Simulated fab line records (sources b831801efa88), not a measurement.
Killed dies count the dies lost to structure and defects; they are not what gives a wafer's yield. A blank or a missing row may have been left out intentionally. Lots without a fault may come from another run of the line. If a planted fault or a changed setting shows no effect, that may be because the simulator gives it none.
A struck lot beside a sound one    flow sfq line    20 out of 325 route steps
Sound: the wafers L111.1, L111.2, L111.6. Struck: wafer L128.1. (L128.5, L128.6 of the same lot were not struck and are left out.) The cause comes at the end.
Order at every step that has rows: each side's tool, ch and its chambers, its first start. Under that, the readings that differ: sound wafers    struck wafers    difference of the means    sigmas: that difference in standard deviations of wafers without a fault.
alike: a reading whose means differ by less than 2 such deviations, as well as words and numbers matching on both sides. not compared: withheld readings; readings where some wafer has no value; bounds like >300 that might hide an equal value; numbers whose values overlap and for which the record gives no deviation.
A row with sigmas, a row that says differs or no value, or rows on one side alone: a step with any of these is where the two part. Numbers that don't overlap but have no deviation are shown without sigmas and don't part them. A reading missing from all wafers of one side parts the sides only when that side holds two or more wafers.

first, 3 steps without rows for these wafers: SFQ_TRILAYER_C5_LITHO_EXPOSE_152 (exposes mask C5, target cd 500 nm); SFQ_TRILAYER_C5_LITHO_PEB_154 (peb time 60 s); SFQ_TRILAYER_C5_LITHO_DEVELOP_153 (time 60 s).
SFQ_C5_OVL_MEAS_937:
  sound on overlay-02 at day 68 22:25; struck on overlay-01 at day 79 15:18
  alike: C5_OVL
SFQ_TRILAYER_C5_BARC_OPEN_VIA_ETCH_210: etches BARC in O2, target depth 125 nm, time 41.7 s.
  sound on rie diel-04 ch 0,1,3, day 68 22:26; struck on rie diel-04 ch 2, day 79 15:20
  alike: drypump motor current A, oes product au, rf fwd power W
  not compared: rf hours counter h
SFQ_TRILAYER_C5_ETCH_VIA_ETCH_154: etches SiO2 in CHF3, stops on Nb, target depth 84 nm.
  sound on rie diel-04 ch 0,1,3, day 68 22:29; struck on rie diel-04 ch 2, day 79 15:22
reading                      sound        struck  difference  sigmas
drypump motor current A (A)  6.5 5.6 5.0  4.6     -1.1        -2
  alike: oes product au, rf fwd power W
SFQ_TRILAYER_C5_STRIP_STRIP_155: strips in O2.
  sound on rie metal-03 ch 0,1, day 68 22:32; struck on rie metal-03 ch 1, day 79 15:25
  alike: drypump motor current A, oes product au, platen temp c
  not compared: rf hours counter h
then, 2 steps without rows for these wafers: SFQ_TRILAYER_C5_STRIP_SOLV_CLEAN_156 (cleans in NMP, time 600 s); SFQ_TRILAYER_M6_DEP_PRE_CLEAN_158 (time 22.5 s).
SFQ_TRILAYER_M6_DEP_SPUTTER_157: material Nb, target thk 200 nm, time 133.3 s.
  sound on pvd sputter-05 at day 68 23:32; struck on pvd sputter-03 at day 79 16:14
reading                 sound           struck  difference  sigmas
throttle valve pct (%)  26.8 29.7 26.9  31.1    +3.3        +2
SFQ_M6_RS_MEAS_938: a four-point-probe measurement.
  sound on film metro-01 at day 68 23:38; struck on film metro-03 at day 79 16:19
  alike: M6_NB_RS
SFQ_TRILAYER_M6_LITHO_COAT_164: resist thk 62 nm.
  sound on litho track-03 ch 0, day 68 23:49; struck on litho track-03 ch 0, day 79 16:30
reading                                               sound             struck  difference  sigmas
model.BARC_of_TRILAYER_M6_LITHO_COAT_164.thk nm (nm)  61.89 61.83 61.9  60.52   -1.35       
then, 5 steps without rows for these wafers: SFQ_TRILAYER_M6_LITHO_COAT_159 (resist thk 600 nm); SFQ_TRILAYER_M6_LITHO_SOFTBAKE_163; SFQ_TRILAYER_M6_LITHO_EXPOSE_160 (exposes mask M6, target cd 500 nm); SFQ_TRILAYER_M6_LITHO_PEB_162 (peb time 60 s); SFQ_TRILAYER_M6_LITHO_DEVELOP_161 (time 60 s).
-- the record jumps here: 4 days lie between the struck wafers' starts before and after --
SFQ_M6_OVL_MEAS_940:
  sound on overlay-02 at day 73 17:18; struck on overlay-02 at day 83 15:13
  alike: M6_OVL
SFQ_TRILAYER_M6_BARC_OPEN_METAL_ETCH_206: etches BARC in O2, target depth 125 nm, time 41.7 s.
  sound on rie metal-04 ch 0,1, day 73 17:20; struck on rie metal-01 ch 1, day 83 15:16
reading                   sound             struck  difference  sigmas
model.etch.depth nm (nm)  61.89 61.83 61.9  60.52   -1.35       
  alike: drypump motor current A, oes product au, rf fwd power W
  not compared: rf hours counter h
SFQ_TRILAYER_M6_ETCH_METAL_ETCH_162: etches Nb in Cl2/Ar, stops on SiO2, target depth 240 nm, time 120 s.
  sound on rie metal-04 ch 0,1, day 73 17:24; struck on rie metal-01 ch 1, day 83 15:23
reading                      sound        struck  difference  sigmas
drypump motor current A (A)  6.3 6.1 6.3  5.5     -0.7        -2
  alike: oes product au, rf fwd power W
  not compared: rf hours counter h

## WHERE THEY PART
First at SFQ_TRILAYER_C5_ETCH_VIA_ETCH_154; last, within this record, at SFQ_TRILAYER_M6_ETCH_METAL_ETCH_162.

WHY: whatever the simulator had introduced
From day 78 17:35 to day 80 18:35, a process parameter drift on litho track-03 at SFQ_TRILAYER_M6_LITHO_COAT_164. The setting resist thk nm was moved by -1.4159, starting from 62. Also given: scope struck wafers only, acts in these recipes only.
